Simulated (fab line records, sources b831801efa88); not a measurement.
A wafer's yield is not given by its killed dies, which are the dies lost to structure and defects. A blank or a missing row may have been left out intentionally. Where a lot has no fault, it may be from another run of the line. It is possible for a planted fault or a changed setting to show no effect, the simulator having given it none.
A lot that was struck, set against a sound lot -- flow gf180mcu -- 14 out of 602 route steps
Sound: the wafers L636.2, L636.3, L636.4. Wafers L627.1, L627.2, L627.5 were the ones struck. At the end, the cause is stated.
Each step with rows lists, per side, the tool, then ch with its chambers, then its first start. Under that, the readings that differ: sound wafers -- struck wafers -- difference of the means -- sigmas: that difference in standard deviations of wafers without a fault.
alike: readings with means less than 2 such deviations apart, plus words and numbers identical on both sides. not compared: withheld readings, readings lacking a value on some wafer, bounds such as >300 that could conceal the same value, and numbers that have no deviation in the record and whose values overlap.
Wherever a step has rows on one side only, a row that says differs or no value, or a row with sigmas, the two part there. Numbers that have no deviation but don't overlap get no sigmas and don't part them. A reading missing from all wafers of one side parts the sides only when that side holds two or more wafers.

first, 2 steps without rows for these wafers: GF_MVPSD_PEB_05; GF_MVPSD_DEVELOP_06 (develop time 60 s).
GF_MVPSD_OVL_MEAS_07:
  sound: overlay-02 at day 9 05:31; struck: overlay-02 at day 7 00:50
  alike: MVPSD_OVL
then, 2 steps without rows for these wafers: GF_MVPSD_IMPLANT_08; GF_MVPSD_IMPLANT_09.
GF_MVPSD_STRIP_10: strips in O2/N2.
  sound on plasmaAsher-01 ch 0,1, day 9 05:51; struck on plasmaAsher-03 ch 0,1, day 7 01:10
reading,sound,struck,difference,sigmas
stripTimeToEndpointS (s),37.11 37.03 37.14,36.77 36.80 36.76,-0.32,-3
  alike: drypumpMotorCurrentA, heaterPowerW, o2FlowSccm, oesProductAu, platenTempC
  not compared: rfHoursCounterH
GF_MVPSD_TW_MEAS_11:
  sound: filmMetro-02 at day 9 05:58; struck: filmMetro-04 at day 7 01:16
  alike: MVPSD_TW
then, 5 steps without rows for these wafers: GF_VT_IMPLANT_DEHYDRATE_00 (time 60 s); GF_VT_IMPLANT_HMDS_01 (prime time 60 s); GF_VT_IMPLANT_COAT_02 (resist thk 1000 nm); GF_VT_IMPLANT_SOFTBAKE_03 (time 60 s); GF_VT_IMPLANT_EXPOSE_04 (exposes mask LVPWELL LV AREA, target cd 600 nm).
GF_VT_IMPLANT_PEB_05:
  sound on lithoTrack-04 ch 0, day 9 22:48; struck on lithoTrack-02, day 7 16:31
reading,sound,struck,difference,sigmas
exhaustPa (Pa),45.2 43.6 43.9,- - -,no value on the struck wafers,
  not compared: chillPlateTempC, timeS
then, 1 step without rows for these wafers: GF_VT_IMPLANT_DEVELOP_06 (develop time 60 s).

== WHERE THEY PART ==
First at GF_MVPSD_STRIP_10; last, within this record, at GF_VT_IMPLANT_PEB_05.

WHY: whatever the simulator had introduced
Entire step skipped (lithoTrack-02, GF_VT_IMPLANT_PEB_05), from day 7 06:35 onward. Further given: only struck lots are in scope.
